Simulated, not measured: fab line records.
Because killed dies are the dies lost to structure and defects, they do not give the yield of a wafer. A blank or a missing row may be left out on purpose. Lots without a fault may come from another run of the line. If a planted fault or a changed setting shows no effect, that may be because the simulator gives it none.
A sampling plan put to the test / flow sky130 / one line in one fab, 14 faults in these records, each fault weighed on the records of the lots it struck
The plan is the line's own looks: the steps of the route at which a gauge or an inspection reads the wafer and doesn't change it. A look is open to judgement when struck wafers have a number at it and the file gives its usual mean and standard deviation on fault-free wafers. Caught: the struck wafers' mean, at a look after the fault's first step, is 4 or more of those standard deviations (sigma) away from the usual mean. On the tool: here the same test is run on the tool's own readings at the fault's steps. If the struck wafers alone have a blank record, or they carry another recipe, that too counts as caught.

== THE FAULTS, as the simulator had put them in ==
1. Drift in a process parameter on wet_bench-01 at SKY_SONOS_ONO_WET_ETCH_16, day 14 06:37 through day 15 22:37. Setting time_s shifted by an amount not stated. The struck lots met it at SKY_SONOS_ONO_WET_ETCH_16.
2. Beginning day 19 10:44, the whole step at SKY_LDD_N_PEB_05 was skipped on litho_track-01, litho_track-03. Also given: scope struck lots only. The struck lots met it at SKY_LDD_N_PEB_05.
3. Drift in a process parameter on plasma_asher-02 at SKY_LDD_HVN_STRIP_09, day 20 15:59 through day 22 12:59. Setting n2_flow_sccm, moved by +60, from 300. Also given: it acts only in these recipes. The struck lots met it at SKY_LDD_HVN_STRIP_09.
4. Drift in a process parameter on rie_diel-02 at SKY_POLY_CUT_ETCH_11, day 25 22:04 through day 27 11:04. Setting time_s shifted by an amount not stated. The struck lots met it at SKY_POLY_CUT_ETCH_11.
5. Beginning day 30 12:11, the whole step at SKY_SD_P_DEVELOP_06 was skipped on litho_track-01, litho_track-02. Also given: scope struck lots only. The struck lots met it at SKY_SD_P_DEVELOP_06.
6. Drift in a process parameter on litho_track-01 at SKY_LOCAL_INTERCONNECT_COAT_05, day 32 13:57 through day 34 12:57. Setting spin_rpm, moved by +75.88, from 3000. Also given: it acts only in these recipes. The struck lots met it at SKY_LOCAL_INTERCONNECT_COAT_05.
7. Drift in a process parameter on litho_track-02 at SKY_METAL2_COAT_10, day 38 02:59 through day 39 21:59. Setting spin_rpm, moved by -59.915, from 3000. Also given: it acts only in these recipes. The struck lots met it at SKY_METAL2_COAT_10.
8. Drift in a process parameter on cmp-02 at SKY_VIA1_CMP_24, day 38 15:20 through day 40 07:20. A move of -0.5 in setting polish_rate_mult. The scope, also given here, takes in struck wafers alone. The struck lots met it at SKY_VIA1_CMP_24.
9. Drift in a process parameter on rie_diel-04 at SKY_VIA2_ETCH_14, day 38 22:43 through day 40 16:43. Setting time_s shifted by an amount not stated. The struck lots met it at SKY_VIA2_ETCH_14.
10. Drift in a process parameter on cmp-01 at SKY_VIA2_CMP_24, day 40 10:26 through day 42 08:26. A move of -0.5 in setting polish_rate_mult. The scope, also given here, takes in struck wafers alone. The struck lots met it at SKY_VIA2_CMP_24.
11. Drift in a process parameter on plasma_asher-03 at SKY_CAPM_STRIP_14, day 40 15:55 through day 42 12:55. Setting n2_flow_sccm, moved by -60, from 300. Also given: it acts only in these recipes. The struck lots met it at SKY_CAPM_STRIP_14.
12. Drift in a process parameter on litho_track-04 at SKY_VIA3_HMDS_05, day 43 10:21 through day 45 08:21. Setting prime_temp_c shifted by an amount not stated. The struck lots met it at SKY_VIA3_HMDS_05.
13. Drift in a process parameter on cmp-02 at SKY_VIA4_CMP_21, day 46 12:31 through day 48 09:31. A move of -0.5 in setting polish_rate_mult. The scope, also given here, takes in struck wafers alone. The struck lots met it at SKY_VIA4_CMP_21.
14. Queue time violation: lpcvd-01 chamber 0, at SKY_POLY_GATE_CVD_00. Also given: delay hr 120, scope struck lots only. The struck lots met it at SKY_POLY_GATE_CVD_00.

== WHAT THE PLAN SAW ==
fault=1; on the tool itself=run_length_s -18 sigma; first look that catches it=not the one look that can be judged after it; reading, sigma=-; median hours from its first step to that look=-; hours from the fault's start to the first struck lot there=-; judged looks passed uncaught=1
fault=2; on the tool itself=no reading that can be judged; first look that catches it=no look after it can be judged; reading, sigma=-; median hours from its first step to that look=-; hours from the fault's start to the first struck lot there=-; judged looks passed uncaught=0
fault=3; on the tool itself=n2_flow_sccm +64 sigma; first look that catches it=not the one look that can be judged after it; reading, sigma=-; median hours from its first step to that look=-; hours from the fault's start to the first struck lot there=-; judged looks passed uncaught=1
fault=4; on the tool itself=run_length_s +20 sigma; first look that catches it=no look after it can be judged; reading, sigma=-; median hours from its first step to that look=-; hours from the fault's start to the first struck lot there=-; judged looks passed uncaught=0
fault=5; on the tool itself=the tool's record is blank for the struck wafers; first look that catches it=not the one look that can be judged after it; reading, sigma=-; median hours from its first step to that look=-; hours from the fault's start to the first struck lot there=-; judged looks passed uncaught=1
fault=6; on the tool itself=spin_speed_rpm +39 sigma; first look that catches it=not the one look that can be judged after it; reading, sigma=-; median hours from its first step to that look=-; hours from the fault's start to the first struck lot there=-; judged looks passed uncaught=1
fault=7; on the tool itself=spin_speed_rpm -33 sigma; first look that catches it=not the one look that can be judged after it; reading, sigma=-; median hours from its first step to that look=-; hours from the fault's start to the first struck lot there=-; judged looks passed uncaught=1
fault=8; on the tool itself=overpolish_run_s -99 or beyond sigma; first look that catches it=no look after it can be judged; reading, sigma=-; median hours from its first step to that look=-; hours from the fault's start to the first struck lot there=-; judged looks passed uncaught=0
fault=9; on the tool itself=oes_product_au +7.8 sigma; first look that catches it=no look after it can be judged; reading, sigma=-; median hours from its first step to that look=-; hours from the fault's start to the first struck lot there=-; judged looks passed uncaught=0
fault=10; on the tool itself=overpolish_run_s -99 or beyond sigma; first look that catches it=no look after it can be judged; reading, sigma=-; median hours from its first step to that look=-; hours from the fault's start to the first struck lot there=-; judged looks passed uncaught=0
fault=11; on the tool itself=n2_flow_sccm -60 sigma; first look that catches it=no look after it can be judged; reading, sigma=-; median hours from its first step to that look=-; hours from the fault's start to the first struck lot there=-; judged looks passed uncaught=0
fault=12; on the tool itself=prime_temp_c -8.3 sigma; first look that catches it=no look after it can be judged; reading, sigma=-; median hours from its first step to that look=-; hours from the fault's start to the first struck lot there=-; judged looks passed uncaught=0
fault=13; on the tool itself=overpolish_run_s -99 or beyond sigma; first look that catches it=no look after it can be judged; reading, sigma=-; median hours from its first step to that look=-; hours from the fault's start to the first struck lot there=-; judged looks passed uncaught=0
fault=14; on the tool itself=no reading that can be judged; first look that catches it=no look after it can be judged; reading, sigma=-; median hours from its first step to that look=-; hours from the fault's start to the first struck lot there=-; judged looks passed uncaught=0
A dash: the fault is not caught, or the number is missing from these records.

Caught at a look: 0 of 14. Caught on the tool: 12 of 14. By one or the other: 12 of 14.
Caught on the tool alone: faults 1, 3, 4, 5, 6, 7, 8, 9, 10, 11, 12, 13.
Caught by neither: faults 2, 14.
